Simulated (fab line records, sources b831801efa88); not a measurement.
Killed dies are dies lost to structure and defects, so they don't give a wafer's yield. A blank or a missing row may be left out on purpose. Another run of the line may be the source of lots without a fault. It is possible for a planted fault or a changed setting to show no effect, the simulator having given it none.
Problem report, 8D (eight disciplines) form, completed by code	flow gf180mcu	the parts of the form that need people (team, actions taken, sign-off) are left out

== 1. THE ISSUE ==
At GF_PSD_STRIP_10, o2FlowSccm averages 2399 sccm over 6 wafers from 2 lots, while fault-free wafers read 3000 sccm, standard deviation 13. That is -46 standard deviations from the usual mean.
The step: strips in O2/N2.
First seen on wafer L473.4, day 16 14:59, on plasmaAsher-04. The record holds 42 wafers of 14 lots with a number at this step. Rule for "out", or "out of limits": more than 4 standard deviations from the usual mean. The other wafers with a number count as sound.

== 2. WHAT IT IS, WHAT IT ISN'T ==
question	is	is not
which readings at this step	o2FlowSccm, stripTimeToEndpointS	drypumpMotorCurrentA, heaterPowerW, oesProductAu
which lots	L473, L476	L469, L471, L472, L474, L481, L482, L483, L484, L485, L486, L490, L491
which wafers of those lots	all that have a number	-
read on which tools	plasmaAsher-04	plasmaAsher-01, plasmaAsher-02
when	from day 16 14:59	up to then (9 sound wafers); but 27 sound wafers of L474, L481, L482, L483, L484, L485, L486, L490, L491 came after

== 3. SUSPECTS, AND WHAT RULES EACH OUT ==
Counting: a tool at a process step up to the reading stays a suspect if it ran every lot that is out and no sound lot after the first of them.
- plasmaAsher-04 at GF_PSD_STRIP_10 (strips in O2/N2): ruled out as a lasting fault. Following L473 (day 16 14:59), the first lot on it that is out, the sound lots L481, L485, L490, L491 were run on it.
Left after counting: nothing in the record.

== 4. THE CAUSE (what the simulator had put in) ==
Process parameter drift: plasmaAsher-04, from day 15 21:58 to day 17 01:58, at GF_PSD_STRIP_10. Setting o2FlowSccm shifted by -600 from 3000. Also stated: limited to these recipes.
Counting ruled it out, wrongly.

== 5. SEQUENCE OF EFFECTS, ordered by route ==
One row per reading whose mean, taken over the struck wafers that have a number, lies over 3 standard deviations from the usual. Only readings for which the record gives a usual standard deviation are gone through. hours: the time from each lot's start at the first step in this table that gives one to its start at this step, as a median over the lots. sigmas: the change in usual standard deviations.
hours	step	reading	usual	on struck wafers	change	sigmas
0	GF_PSD_STRIP_10	o2FlowSccm	3000 sccm	2399	-601	-46
0	GF_PSD_STRIP_10	stripTimeToEndpointS	16.54 s	16.80	+0.26	+7.1
The process steps in it:
- GF_PSD_STRIP_10: strips in O2/N2.
Later measuring or inspecting steps at which every struck wafer that the step has a row for has a number for every such reading, and none has moved that far: GF_SALICIDE_RS_MEAS_04, GF_CONTACT_THK_MEAS_03.

== 6. HOW IT WOULD HAVE BEEN CAUGHT EARLIER ==
The fault began at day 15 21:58; the first out-of-limits reading in this record came at day 16 14:59, 17 hours later.
